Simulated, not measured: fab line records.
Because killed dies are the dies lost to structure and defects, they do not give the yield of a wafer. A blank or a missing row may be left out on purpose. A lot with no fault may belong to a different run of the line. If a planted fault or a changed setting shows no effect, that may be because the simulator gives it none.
A lot that was struck, set against a sound lot    flow sky130    26 out of 708 route steps
Sound: the wafers L333.2, L333.4, L333.6. Struck: wafers L344.2, L344.4, L344.5. The cause comes at the end.
Each step with rows lists, per side, the tool, then ch with its chambers, then its first start. Under that, the readings that differ: sound wafers    struck wafers    difference of the means    sigmas: that difference in standard deviations of wafers without a fault.
alike: readings with means less than 2 such deviations apart, plus words and numbers identical on both sides. not compared: withheld readings, readings lacking a value on some wafer, bounds such as >300 that could conceal the same value, and numbers that have no deviation in the record and whose values overlap.
A row with sigmas, a row that says differs or no value, or rows on one side alone: a step with any of these is where the two part. Non-overlapping numbers with no deviation appear without sigmas and do not part them. A reading missing from all wafers of one side parts the sides only when that side holds two or more wafers.

first, 1 step without rows for these wafers: SKY_LDD_P_IMPLANT_09.
SKY_LDD_P_STRIP_10: strips in O2/N2.
  sound on plasma asher-01 ch 0, day 20 11:13; struck on plasma asher-01 ch 0,1, day 24 18:08
  alike: chamber pressure mTorr, drypump motor current A, oes product au, strip time to endpoint s
  not compared: rf hours counter h
SKY_LDD_P_TW_MEAS_11:
  sound on film metro-03, day 20 11:20; struck on film metro-01, day 24 18:14
reading   sound        struck       difference  sigmas
LDD_P_TW  625 626 624  637 637 638  +12         +3
then, 7 steps without rows for these wafers: SKY_LDD_HVN_DEHYDRATE_00 (time 60 s); SKY_LDD_HVN_HMDS_01 (prime time 60 s); SKY_LDD_HVN_COAT_02 (resist thk 300 nm); SKY_LDD_HVN_SOFTBAKE_03 (time 60 s); SKY_LDD_HVN_EXPOSE_04 (exposes mask HVNTM, target cd 700 nm); SKY_LDD_HVN_PEB_05; SKY_LDD_HVN_DEVELOP_06 (develop time 60 s).
SKY_LDD_HVN_OVL_MEAS_07:
  sound on overlay-02, day 21 17:59; struck on overlay-02, day 25 22:41
  alike: LDD_HVN_OVL
next, for these wafers, 1 step has no rows: SKY_LDD_HVN_IMPLANT_08.
SKY_LDD_HVN_STRIP_09: strips in O2/N2.
  sound on plasma asher-02 ch 0,1, day 21 18:10; struck on plasma asher-04 ch 0,1, day 25 22:52
  no value came back on the struck wafers for chamber pressure mTorr (mTorr), drypump motor current A (A), oes product au (a.u.), strip time to endpoint s (s); on the sound wafers chamber pressure mTorr (mTorr) reads 1500.3 1501.6 1501.4
reading                                       sound  struck             difference  sigmas
model.NOVOLAK_of_LDD_HVN_COAT_02.thk nm (nm)  0 0 0  299.9 299.9 298.8  +299.5      
  not compared: rf hours counter h
SKY_LDD_HVN_TW_MEAS_10:
  sound on film metro-02, day 21 18:16; struck on film metro-04, day 25 22:58
  alike: LDD_HVN_TW
then, 7 steps without rows for these wafers: SKY_LDD_HVP_DEHYDRATE_00 (time 60 s); SKY_LDD_HVP_HMDS_01 (prime time 60 s); SKY_LDD_HVP_COAT_02 (resist thk 300 nm); SKY_LDD_HVP_SOFTBAKE_03 (time 60 s); SKY_LDD_HVP_EXPOSE_04 (exposes mask HVPTM, target cd 700 nm); SKY_LDD_HVP_PEB_05; SKY_LDD_HVP_DEVELOP_06 (develop time 60 s).
SKY_LDD_HVP_OVL_MEAS_07:
  sound on overlay-01, day 23 00:59; struck on overlay-01, day 27 03:01
  alike: LDD_HVP_OVL
next, for these wafers, 1 step has no rows: SKY_LDD_HVP_IMPLANT_08.
SKY_LDD_HVP_STRIP_09: strips in O2/N2.
  sound on plasma asher-03 ch 0,1, day 23 01:10; struck on plasma asher-03 ch 0,1, day 27 03:12
reading                       sound              struck             difference  sigmas
oes product au (a.u.)         0.409 0.412 0.408  0.598 0.599 0.610  +0.193      +43
strip time to endpoint s (s)  4.120 4.136 4.119  8.951 8.964 8.966  +4.835      +99 or more
  alike: chamber pressure mTorr, drypump motor current A
  not compared: rf hours counter h
SKY_LDD_HVP_TW_MEAS_10:
  sound on film metro-04, day 23 01:17; struck on film metro-04, day 27 03:19
reading     sound        struck    difference  sigmas
LDD_HVP_TW  453 453 454  30 30 29  -424        -81
then, 1 step without rows for these wafers: SKY_LDD_LDN_DEHYDRATE_00 (time 60 s).

WHERE THEY PART
Last at SKY_LDD_HVP_TW_MEAS_10 as far as this record goes, first at SKY_LDD_P_TW_MEAS_11.

WHY: what had been put in by the simulator
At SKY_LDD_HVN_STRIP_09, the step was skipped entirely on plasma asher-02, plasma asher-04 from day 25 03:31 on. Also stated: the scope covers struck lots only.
